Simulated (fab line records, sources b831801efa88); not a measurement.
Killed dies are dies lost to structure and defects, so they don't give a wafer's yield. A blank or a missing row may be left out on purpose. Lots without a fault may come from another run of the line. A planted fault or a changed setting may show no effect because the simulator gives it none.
Which tool did it? | flow sky130 | 13 lots, 39 wafers sampled, at 4 steps of a route of 708

WHAT THE GAUGES READ, wafer by wafer
SKY_LDD_N_TW_MEAS_17.
lot  | measured     | on            | LDD_N_TW
L734 | day 17 04:52 | film_metro-03 | 2585 2557 2570
L735 | day 17 09:14 | film_metro-02 | 2601 2585 2601
L736 | day 18 01:10 | film_metro-03 | 2583 2559 2582
L738 | day 18 14:49 | film_metro-02 | 2586 2594 2602
L739 | day 19 09:51 | film_metro-02 | 2570 2570 2570
L740 | day 19 23:12 | film_metro-04 | 2611 2599 2604
L742 | day 20 16:28 | film_metro-02 | 2594 2591 2591
L743 | day 20 16:46 | film_metro-03 | 2559 2569 2578
L744 | day 21 07:19 | film_metro-02 | 2571 2590 2598
L748 | day 22 23:17 | film_metro-04 | 2608 2610 2584
L753 | day 26 08:47 | film_metro-03 | 2530 2525 2534
L757 | day 26 11:10 | film_metro-03 | 2538 2542 2536
L754 | day 26 11:29 | film_metro-03 | 2543 2542 2545

SKY_LDD_LDN_TW_MEAS_13.
lot  | measured     | on            | LDD_LDN_TW
L734 | day 22 06:33 | film_metro-03 | 1472 1466 1472
L735 | day 22 11:02 | film_metro-03 | 1471 1469 1473
L736 | day 23 03:16 | film_metro-03 | 1481 1475 1483
L738 | day 23 16:16 | film_metro-02 | 1490 1484 1485
L739 | day 24 12:09 | film_metro-02 | 1486 1478 1484
L740 | day 24 22:45 | film_metro-04 | 1489 1499 1501
L742 | day 25 16:39 | film_metro-02 | 1467 1475 1477
L743 | day 25 18:13 | film_metro-02 | 1477 1480 1478
L744 | day 26 07:52 | film_metro-04 | 1483 1497 1487
L748 | day 27 20:15 | film_metro-02 | 1486 1486 1480
L753 | day 31 02:37 | film_metro-03 | 1469 1468 1460
L757 | day 31 04:25 | film_metro-02 | 1472 1476 1471
L754 | day 31 05:59 | film_metro-03 | 1460 1465 1463

WHICH TOOL RAN EACH LOT (tool, then ch and the chambers of the sampled wafers, then the start)
lot  | SKY_LDD_HVN_STRIP_09                 | SKY_LDD_LDN_IMPLANT_09
L734 | plasma_asher-02 ch 0,1, day 19 16:42 | implanter-04 ch 0, day 22 06:00
L735 | plasma_asher-02 ch 0,1, day 19 21:07 | implanter-03 ch 0, day 22 10:32
L736 | plasma_asher-02 ch 0,1, day 20 14:51 | implanter-03 ch 0, day 23 02:44
L738 | plasma_asher-02 ch 0,1, day 21 03:34 | implanter-03 ch 0, day 23 15:43
L739 | plasma_asher-03 ch 1, day 21 23:15   | implanter-04 ch 0, day 24 11:36
L740 | plasma_asher-02 ch 0,1, day 22 10:45 | implanter-03 ch 0, day 24 22:12
L742 | plasma_asher-01 ch 0,1, day 23 04:33 | implanter-01 ch 0, day 25 16:06
L743 | plasma_asher-02 ch 0,1, day 23 05:51 | implanter-04 ch 0, day 25 17:40
L744 | plasma_asher-01 ch 0,1, day 23 19:25 | implanter-04 ch 0, day 26 07:19
L748 | plasma_asher-02 ch 0,1, day 25 10:49 | implanter-04 ch 0, day 27 19:45
L753 | plasma_asher-01 ch 1, day 28 17:28   | implanter-03 ch 0, day 31 02:04
L757 | plasma_asher-02 ch 0,1, day 28 20:30 | implanter-04 ch 0, day 31 03:52
L754 | plasma_asher-01 ch 0,1, day 28 20:48 | implanter-03 ch 0, day 31 05:27
- SKY_LDD_HVN_STRIP_09: strips in O2/N2.
- SKY_LDD_LDN_IMPLANT_09

WHAT THE TOOLS THEMSELVES READ (means of the sampled wafers that have a number; where no wafer has one, the mark that the record gives instead)
SKY_LDD_HVN_STRIP_09.
lot  | tool            | drypump_motor_current_A (A) | oes_product_au (a.u.) | strip_time_to_endpoint_s (s)
L734 | plasma_asher-02 | 6.1                         | 0.408                 | 4.148
L735 | plasma_asher-02 | 6.1                         | 0.408                 | 4.140
L736 | plasma_asher-02 | 5.9                         | 0.407                 | 4.113
L738 | plasma_asher-02 | 6.2                         | 0.416                 | 4.166
L739 | plasma_asher-03 | 5.7                         | 0.416                 | 4.116
L740 | plasma_asher-02 | 6.1                         | 0.410                 | 4.112
L742 | plasma_asher-01 | 5.5                         | 0.407                 | 4.126
L743 | plasma_asher-02 | 6.1                         | 0.406                 | 4.140
L744 | plasma_asher-01 | 5.5                         | 0.412                 | 4.146
L748 | plasma_asher-02 | 5.9                         | 0.406                 | 4.115
L753 | plasma_asher-01 | 5.8                         | 0.409                 | 4.138
L757 | plasma_asher-02 | 5.9                         | 0.410                 | 4.166
L754 | plasma_asher-01 | 5.5                         | 0.410                 | 4.109

SKY_LDD_LDN_IMPLANT_09.
lot  | tool         | beam_energy_keV | beam_on_s (s)
L734 | implanter-04 | 15.003          | 10.13
L735 | implanter-03 | 14.999          | 9.85
L736 | implanter-03 | 15.003          | 10.11
L738 | implanter-03 | 14.999          | 9.80
L739 | implanter-04 | 15.002          | 9.94
L740 | implanter-03 | 14.997          | 10.02
L742 | implanter-01 | 15.000          | 10.00
L743 | implanter-04 | 14.994          | 9.84
L744 | implanter-04 | 14.996          | 10.07
L748 | implanter-04 | 15.000          | 9.79
L753 | implanter-03 | 16.610          | 9.92
L757 | implanter-04 | 15.002          | 10.07
L754 | implanter-03 | 16.607          | 10.17

THE ANSWER, worked out from the rows above alone
Rule: what is usual is taken from the lots themselves. Put in order of their means at a reading, lots are off if they are a third of the lots or fewer, leave a main group of 4 or more, and stand apart from it by a gap of 3 or more times the standard deviation of the main group's means; of several such gaps the widest counts. A main group whose means are all the same, to the digits that the tables above print for the reading, isn't used. A lot without any number at a reading at which 4 lots or more have one is off too. The other lots that the step has rows for count as sound. The gauges are gone through in route order, then the tools' own readings, and for those a lot's mean is taken as printed above. The first step at which some lot is off is used, and at that step the reading that is off furthest; a lot without a number counts as furthest.
Off: L753, L754, at SKY_LDD_LDN_IMPLANT_09 (beam_energy_keV). The main group: mean 15.000, standard deviation 0.0028.
A tool fits if, at that step or a process step before it, it ran every lot that is off, and no sound lot after the first of them. Can't be told from this: 2 tools fit, plasma_asher-01 at SKY_LDD_HVN_STRIP_09, implanter-03 at SKY_LDD_LDN_IMPLANT_09.

WHAT THE SIMULATOR HAD PUT IN
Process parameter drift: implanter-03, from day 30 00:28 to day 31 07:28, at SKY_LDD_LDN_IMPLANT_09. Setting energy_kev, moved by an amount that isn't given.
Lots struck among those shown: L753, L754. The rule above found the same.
